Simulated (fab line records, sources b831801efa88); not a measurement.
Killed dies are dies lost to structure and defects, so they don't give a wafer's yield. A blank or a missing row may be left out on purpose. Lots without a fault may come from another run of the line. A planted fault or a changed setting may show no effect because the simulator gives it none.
fab line records | flow sky130 | part 2 of 2: steps 32 to 41 of 41
record lots=5 wafers=15 last_day=50
route steps=708 shown CAP2M@618 METAL4@621 VIA4@639
lots that met no fault: from a run of the same line without faults
start_h: hours from the record's first day to the start of the lot's first wafer shown | wait_h: hours since the lot's step before | " the same as in the row above | L1.1+2: a row that stands for several wafers | - no value, or no start given | * or withheld: withheld | < > ~ a bound
route shown NAME@n: a module of which the file shows steps, and the number in the route of the first | usual: mean/standard deviation of fault-free wafers | same: alike in all rows | chamber/n: place in a boat | sites: the reading at each site | _std_site: their standard deviation | _edge_site: outer sites' mean less inner sites' | radius_mm: how far each site lies from the wafer's centre | mask NAME#n: copy n | behind: the tool/chamber that last shaped the wafer | hold: why the lot was held/for how many hours/how that ended | device: the transistor (n, p or np) that didn't switch | end of line: the same wafers' tests at the end of the route | a step without rows: its recipe alone | killed: dies lost to structure and defects at the first sort, not the wafer's yield | map: a wafer's dies, x killed, . not, _ none there
set.NAME: the setting as run; set.NAME@STEP: as run at that earlier step | model.NAME: the simulator's own value behind a step, which no gauge read
lots at some steps of the route; a table a step, a row a wafer
services: from which hour (start_h, from the record's first day; less than 0 if before it) a tool's chamber was out of use, for how many hours, and why
## steps
# step SKY_VIA4_DEVELOP_10
# recipe resist=NOVOLAK developer=TMAH develop_time_s=60 dev_temp_c=23
# same develop_time_s=60
# columns lot.wafer tool chamber start_h wait_h
L081.1+3+5 litho_track-02 0 1057.56 0.1
L083.2+3+6 litho_track-01 0 1071.47 0.1
L084.1+2+6 litho_track-02 0 1079.46 0.1
L086.2+3+5 litho_track-02 0 1086.23 0.1
L096.2+4+6 litho_track-02 0 1142.18 0.1
# step SKY_VIA4_OVL_MEAS_11
# usual VIA4_OVL=-1.0/1.2
# columns lot.wafer tool chamber start_h wait_h VIA4_OVL[nm]
L081.1 overlay-02 - 1057.71 0.1 0.4
L081.3 " - " " -0.1
L081.5 " - " " -0.5
L083.2 overlay-02 - 1071.60 0.1 -0.7
L083.3 " - " " 0.3
L083.6 " - " " -0.5
L084.1 overlay-02 - 1079.61 0.1 -2.6
L084.2 " - " " -1.9
L084.6 " - " " 0.5
L086.2 overlay-02 - 1086.36 0.1 0.5
L086.3 " - " " -1.2
L086.5 " - " " -2.0
L096.2 overlay-02 - 1142.31 0.1 0.3
L096.4 " - " " -1.8
L096.6 " - " " -0.8
# step SKY_VIA4_ETCH_12
# recipe target=SiO2 chemistry=C4F8/O2/Ar stop_on=TiN mask_material=NOVOLAK source_w=1500 bias_w=1200 pressure_mtorr=40 c4f8_flow_sccm=withheld O2_flow_sccm=6 Ar_flow_sccm=300 time_s=withheld target_depth_a=5800
# usual bias_w=1200/3.4 oes_product_au=0.927/0.0053
# columns lot.wafer tool chamber start_h wait_h bias_w oes_product_au
L081.1 rie_diel-01 0 1057.74 0.0 1198 0.928
L081.3 " 2 " " 1202 0.928
L081.5 " 3 " " 1198 0.927
L083.2 rie_diel-04 0 1071.63 0.0 1201 0.926
L083.3 " 3 " " 1204 0.925
L083.6 " 0 " " 1199 0.914
L084.1 rie_diel-02 2 1079.64 0.0 1197 0.917
L084.2 " 3 " " 1199 0.924
L084.6 " 0 " " 1197 0.928
L086.2 rie_diel-02 2 1086.39 0.0 1201 0.925
L086.3 " 1 " " 1200 0.922
L086.5 " 1 " " 1203 0.929
L096.2 rie_diel-01 1 1142.34 0.0 1196 0.923
L096.4 " 0 " " 1192 0.921
L096.6 " 2 " " 1205 0.927
# step SKY_VIA4_STRIP_13
# recipe chemistry=O2/N2 power_w=1400 pressure_mtorr=1500 platen_temp_c=withheld o2_flow_sccm=3000 n2_flow_sccm=300 overash_fraction=0.5
# usual drypump_motor_current_A=5.7/0.43 oes_product_au=0.709/0.0049 strip_time_to_endpoint_s=12.81/0.032
# same overash_fraction=0.5
# columns lot.wafer tool chamber start_h wait_h drypump_motor_current_A oes_product_au rf_hours_counter_h strip_time_to_endpoint_s
L081.1 plasma_asher-01 1 1057.82 - 5.7 0.709 96 12.84
L081.3 " 1 " " 5.7 0.719 - 12.78
L081.5 " 1 " " 5.7 0.709 - 12.86
L083.2 plasma_asher-04 0 1071.70 - 6.3 0.702 29 12.79
L083.3 " 1 " " 5.2 0.713 - 12.77
L083.6 " 0 " " 6.3 0.711 - 12.78
L084.1 plasma_asher-04 1 1079.72 - 5.2 0.715 30 12.83
L084.2 " 0 " " 6.3 0.714 30 12.85
L084.6 " 1 " " 5.2 0.702 - 12.84
L086.2 plasma_asher-04 1 1086.47 - 5.1 0.704 30 12.79
L086.3 " 0 " " 6.3 0.715 - 12.81
L086.5 " 1 " " 5.2 0.709 - 12.84
L096.2 plasma_asher-04 1 1142.42 - 5.2 0.706 34 12.77
L096.4 " 0 " " 6.3 0.711 - 12.75
L096.6 " 1 " " 5.2 0.702 - 12.73
# step SKY_VIA4_STRIP_14
# recipe chemistry=post_etch_residue_remover time_s=1200 temp_c=72.5
# columns lot.wafer tool chamber start_h wait_h
L081.1+3+5 wet_bench-04 1 1057.99 0.1
L083.2+3+6 wet_bench-02 1 1071.80 0.1
L084.1+2+6 wet_bench-04 0 1079.85 0.1
L086.2+3+5 wet_bench-04 3 1086.57 0.1
L096.2+4+6 wet_bench-02 2 1142.52 0.1
# step SKY_VIA4_CLEAN_15
# recipe chemistry=IPA time_s=180 temp_c=25
# columns lot.wafer tool chamber start_h wait_h
L081.1+3+5 wet_bench-02 0 1058.33 0.0
L083.2+3+6 wet_bench-01 2 1072.14 0.0
L084.1+2+6 wet_bench-01 0 1080.23 0.0
L086.2+3+5 wet_bench-01 2 1086.97 0.0
L096.2+4+6 wet_bench-01 2 1142.86 0.0
# step SKY_VIA4_CLEAN_16
# recipe chemistry=O3/DIW dry=n2_spin
# columns lot.wafer tool chamber start_h wait_h
L081.1+3+5 wet_bench-04 2 1058.39 0.0
L083.2+3+6 wet_bench-04 2 1072.20 0.0
L084.1+2+6 wet_bench-04 2 1080.29 0.0
L086.2+3+5 wet_bench-02 0 1087.03 0.0
L096.2+4+6 wet_bench-01 1 1142.92 0.0
# step SKY_VIA4_SPUTTER_17
# recipe material=TiN target_thk_nm=20 chamber_pressure_pa=5 power_w=4000 time_s=80
# usual throttle_valve_pct=30.0/0.96
# columns lot.wafer tool chamber start_h wait_h throttle_valve_pct
L081.1 pvd_sputter-02 - 1058.48 0.0 28.8
L081.3 " - " " 30.0
L081.5 " - " " 28.8
L083.2 pvd_sputter-03 - 1072.39 0.0 29.7
L083.3 " - " " 29.5
L083.6 " - " " 29.6
L084.1 pvd_sputter-03 - 1080.39 0.0 28.9
L084.2 " - " " 29.7
L084.6 " - " " 29.5
L086.2 pvd_sputter-03 - 1087.12 0.0 28.8
L086.3 " - " " 30.0
L086.5 " - " " 29.4
L096.2 pvd_sputter-03 - 1143.01 0.0 31.4
L096.4 " - " " 29.0
L096.6 " - " " 31.5
# step SKY_VIA4_CVD_18
# recipe material=W target_thk_nm=505 time_s=152.14 temp_c=400 pressure_torr=40
# usual chamber_pressure_Torr=40.02/0.085 heater_power_w=919/89
# columns lot.wafer tool chamber start_h wait_h chamber_pressure_Torr heater_power_w since_wet_clean_h
L081.1 cvd_w-01 1 1058.54 0.0 39.87 777 141
L081.3 " 1 " " 39.87 777 -
L081.5 " 1 " " 39.96 796 -
L083.2 cvd_w-01 1 1072.45 0.0 40.11 795 154
L083.3 " 0 " " 39.89 1024 -
L083.6 " 1 " " 40.04 794 -
L084.1 cvd_w-02 0 1080.45 0.0 40.07 964 676
L084.2 " 1 " " 40.08 884 676
L084.6 " 1 " " 39.94 857 -
L086.2 cvd_w-02 0 1087.18 0.0 40.03 961 683
L086.3 " 1 " " 40.02 898 -
L086.5 " 0 " " 40.09 951 -
L096.2 cvd_w-02 0 1143.07 0.0 39.90 961 739
L096.4 " 0 " " 40.03 956 -
L096.6 " 1 " " 39.96 877 -
# step SKY_VIA4_RS_MEAS_19
# recipe thk_meas_gauge=four-point-probe reads=W_of_VIA4_CVD_18+TiN_of_VIA4_SPUTTER_17
# usual VIA4_W_RS=0.2274/0.0023
# columns lot.wafer tool chamber start_h wait_h VIA4_W_RS[ohm/sq]
L081.1 film_metro-04 - 1058.72 0.1 0.2299
L081.3 " - " " 0.2292
L081.5 " - " " 0.2285
L083.2 film_metro-03 - 1072.62 0.1 0.2298
L083.3 " - " " 0.2283
L083.6 " - " " 0.2279
L084.1 film_metro-04 - 1080.60 0.1 0.2266
L084.2 " - " " 0.2236
L084.6 " - " " 0.2247
L086.2 film_metro-03 - 1087.36 0.1 0.2269
L086.3 " - " " 0.2270
L086.5 " - " " 0.2252
L096.2 film_metro-02 - 1143.28 0.2 0.2259
L096.4 " - " " 0.2272
L096.6 " - " " 0.2293
## services
# columns tool chamber start_h hours kind
cmp-02 - 991.69 18.6 pm
krf_scanner-02 - 998.22 1.5 repair
rie_diel-02 1 1003.99 8.1 repair
krf_scanner-01 - 1005.32 1.0 pm
cmp-02 - 1011.35 2.3 repair
krf_scanner-01 - 1014.87 3.0 pm
iline_stepper-01 - 1016.71 1.7 pm
krf_scanner-02 - 1017.97 1.0 pm
pvd_sputter-03 - 1019.12 0.8 repair
rie_diel-02 - 1019.92 0.9 repair
wet_bench-01 - 1019.98 0.7 repair
krf_scanner-01 - 1031.17 0.6 repair
krf_scanner-02 - 1033.02 1.3 pm
rie_metal-04 - 1040.55 1.4 pm
iline_stepper-01 - 1055.12 2.2 repair
plasma_asher-04 - 1082.61 2.8 pm
iline_stepper-01 - 1092.07 4.4 pm
rie_diel-01 2 1092.81 10.0 repair
hdpcvd-01 - 1098.45 6.0 pm
cmp-01 - 1103.30 4.3 pm
rie_metal-03 - 1107.16 1.6 repair
pvd_sputter-03 - 1110.52 2.7 repair
plasma_asher-04 - 1120.33 13.0 repair
krf_scanner-01 - 1122.73 0.8 pm
